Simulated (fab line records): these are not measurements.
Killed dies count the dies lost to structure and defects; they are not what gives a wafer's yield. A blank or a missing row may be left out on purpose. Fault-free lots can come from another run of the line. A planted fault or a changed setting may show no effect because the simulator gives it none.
Struck lot and sound lot, side by side    flow sky130    15 out of 708 route steps
Sound: these wafers, L241.2, L241.4, L241.6. Wafers L245.3, L245.4, L245.6 were the ones struck. At the end, the cause is stated.
Order at every step that has rows: each side's tool, ch and its chambers, its first start. Under that, the readings that differ: sound wafers    struck wafers    difference of the means    sigmas: that difference in standard deviations of wafers without a fault.
alike: readings whose means differ by less than 2 such deviations, and words and numbers that are the same on both sides. not compared: withheld readings, readings that some wafer has no value for, bounds like >300 that may hide the same value, and numbers for which the record gives no deviation and whose values overlap.
The two part at a step that has a row with sigmas, a row that says differs or no value, or rows on one side only. When numbers do not overlap yet have no deviation, they are printed without sigmas and do not part them. A reading that every wafer of one side lacks parts them only if that side has two wafers or more.

SKY_VT_ADJUST_PCH_STRIP_09: strips in O2/N2.
  sound on plasma asher-02 ch 0,1, day 10 18:01; struck on plasma asher-04 ch 0,1, day 11 22:01
  alike: drypump motor current A, oes product au, strip time to endpoint s
  not compared: rf hours counter h
SKY_VT_ADJUST_PCH_TW_MEAS_10:
  struck on film metro-02, day 11 22:06; sound on film metro-01, day 10 18:08
reading           sound              struck             difference  sigmas
VT_ADJUST_PCH_TW  143.4 143.9 144.5  140.6 141.2 141.4  -2.9        -2
then, 7 steps without rows for these wafers: SKY_SONOS_TUNNEL_DEHYDRATE_00 (time 60 s); SKY_SONOS_TUNNEL_HMDS_01 (prime time 60 s); SKY_SONOS_TUNNEL_COAT_02 (resist thk 1140 nm); SKY_SONOS_TUNNEL_SOFTBAKE_03 (time 60 s); SKY_SONOS_TUNNEL_EXPOSE_04 (exposes mask TUNM, target cd 410 nm); SKY_SONOS_TUNNEL_PEB_05; SKY_SONOS_TUNNEL_DEVELOP_06 (develop time 60 s).
SKY_SONOS_TUNNEL_CD_MEAS_07: target cd 410 nm.
  struck on cd sem-01, day 12 22:09; sound on cd sem-01, day 11 16:52
  alike: cd nm
SKY_SONOS_TUNNEL_OVL_MEAS_08:
  struck on overlay-01, day 12 22:14; sound on overlay-02, day 11 16:58
  alike: SONOS_TUNNEL_OVL
after that, 1 step had no rows for these wafers: SKY_SONOS_TUNNEL_IMPLANT_09.
SKY_SONOS_TUNNEL_WET_ETCH_10: etches SiO2 in dHF, target depth 14 nm, time 280 s.
  sound on wet bench-04 ch 0, day 11 17:09; struck on wet bench-01 ch 0, day 12 22:25
  no value came back on the struck wafers for bath heat duty pct (%), run length s (s); on the sound wafers bath heat duty pct (%) reads 5.5 5.6 7.1
then, 1 step without rows for these wafers: SKY_SONOS_TUNNEL_STRIP_11 (strips in SPM, time 600 s).
-- record jumps: 35 days separate the struck wafers' starts on either side; left off in module SONOS_TUNNEL, taken up again in module PAD_OPEN, whose first shown step is the route's number 708 --
SKY_PAD_OPEN_PROBE_99:
  struck on prober-02, day 47 16:26; sound on prober-02, day 46 08:40
reading              sound      struck       difference  sigmas
killed at front end  16 19 22   433 418 430  +408        +99 or more
killed dies          79 104 67  492 492 492  +409        +46
killed on rim        16 14 19   96 96 96     +80         +22
  alike: killed_at_M0_to_M3, killed_at_M4_up, killed at contacts, killed open, killed short

== WHERE THEY PART ==
Earliest at SKY_VT_ADJUST_PCH_TW_MEAS_10; latest, in this record, at SKY_PAD_OPEN_PROBE_99.

WHY: whatever the simulator had introduced
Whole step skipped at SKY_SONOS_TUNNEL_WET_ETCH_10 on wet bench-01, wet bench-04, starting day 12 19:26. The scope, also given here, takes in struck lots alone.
